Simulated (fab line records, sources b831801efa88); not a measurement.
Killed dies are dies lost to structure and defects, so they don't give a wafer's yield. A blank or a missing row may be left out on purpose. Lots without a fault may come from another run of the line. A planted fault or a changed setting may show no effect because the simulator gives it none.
Problem report in the 8D (eight disciplines) form, filled by code | flow sfq_line | the parts of the form that need people (team, actions taken, sign-off) are left out

1. THE PROBLEM
M2_NB_RS at SFQ_M2_RS_MEAS_914 reads a mean of 1.254 ohm/sq on 2 wafers of 2 lots; wafers without a fault read 0.891 ohm/sq with a standard deviation of 0.01. That is +36 standard deviations from the usual mean.
The step: measures by four-point-probe.
First seen on wafer L834.4, day 34 11:25, on film_metro-03. The record holds 42 wafers of 14 lots with a number at this step. Rule for "out", or "out of limits": more than 4 standard deviations from the usual mean. The other wafers with a number count as sound.

2. WHAT IT IS AND WHAT IT IS NOT
question                    | is                           | is not
which readings at this step | M2_NB_RS                     | -
which lots                  | L834, L837                   | L825, L826, L827, L835, L839, L841, L843, L844, L845, L846, L847, L848
which wafers of those lots  | L834.4, L837.4               | L834.3, L834.6, L837.5, L837.6
read on which gauges        | film_metro-01, film_metro-03 | film_metro-04
when                        | from day 34 11:25            | up to then (11 sound wafers); but 29 sound wafers of L835, L837, L839, L841, L843, L844, L845, L846, L847, L848 came after

3. SUSPECTS, AND WHAT RULES EACH OUT
Counting: a tool at a process step up to the reading stays a suspect if it ran every lot that is out. Sound lots after the first of them don't rule it out here, since some wafers of a struck lot are sound.
- the gauge at SFQ_M2_RS_MEAS_914: ruled out. The wafers that are out were read on 2 gauges (film_metro-01, film_metro-03).
- pvd_sputter-04 at SFQ_TRILAYER_M2_DEP_SPUTTER_055 (material Nb, target thk 200 nm, time 133.3 s): kept. It ran every lot that is out, first L834 (day 34 11:16); its last sound lot up to then is L826 (day 26 08:53).
Left after counting: pvd_sputter-04 at SFQ_TRILAYER_M2_DEP_SPUTTER_055.

4. THE CAUSE (what the simulator had put in)
Process parameter drift: pvd_sputter-04, from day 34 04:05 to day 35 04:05, at SFQ_TRILAYER_M2_DEP_SPUTTER_055. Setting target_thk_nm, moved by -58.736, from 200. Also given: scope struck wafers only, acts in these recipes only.
Counting left only this tool.

5. THE CHAIN OF EFFECTS, in route order
Each row: a reading whose mean over the struck wafers that have a number lies more than 3 standard deviations from the usual. Only readings for which the record gives a usual standard deviation are gone through. hours: the time from each lot's start at the first step in this table that gives one to its start at this step, as a median over the lots. sigmas: the change in usual standard deviations.
hours | step                                | reading        | usual        | on struck wafers | change | sigmas
0     | SFQ_M2_RS_MEAS_914                  | M2_NB_RS       | 0.891 ohm/sq | 1.254            | +0.363 | +36
3     | SFQ_TRILAYER_M2_ETCH_METAL_ETCH_060 | oes_product_au | 0.893 a.u.   | 0.751            | -0.142 | -18
The process steps in it:
- SFQ_TRILAYER_M2_ETCH_METAL_ETCH_060: etches Nb in Cl2/Ar, stops on SiO2, target depth 240 nm, time 120 s.

6. WHAT WOULD HAVE CAUGHT IT SOONER
In this record the first reading out of limits at a measuring or inspecting step was taken at day 34 11:25, 7 hours after the fault began at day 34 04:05.
Of the tool readings at SFQ_TRILAYER_M2_DEP_SPUTTER_055 for which the record gives a usual standard deviation, none was out on any struck wafer, so an alarm limit of 4 standard deviations on them would not have fired.
Of the lots that are out (2), L837 began SFQ_TRILAYER_M2_DEP_SPUTTER_055 on pvd_sputter-04 after day 34 11:25. A hold on the tool at that time would have spared it.
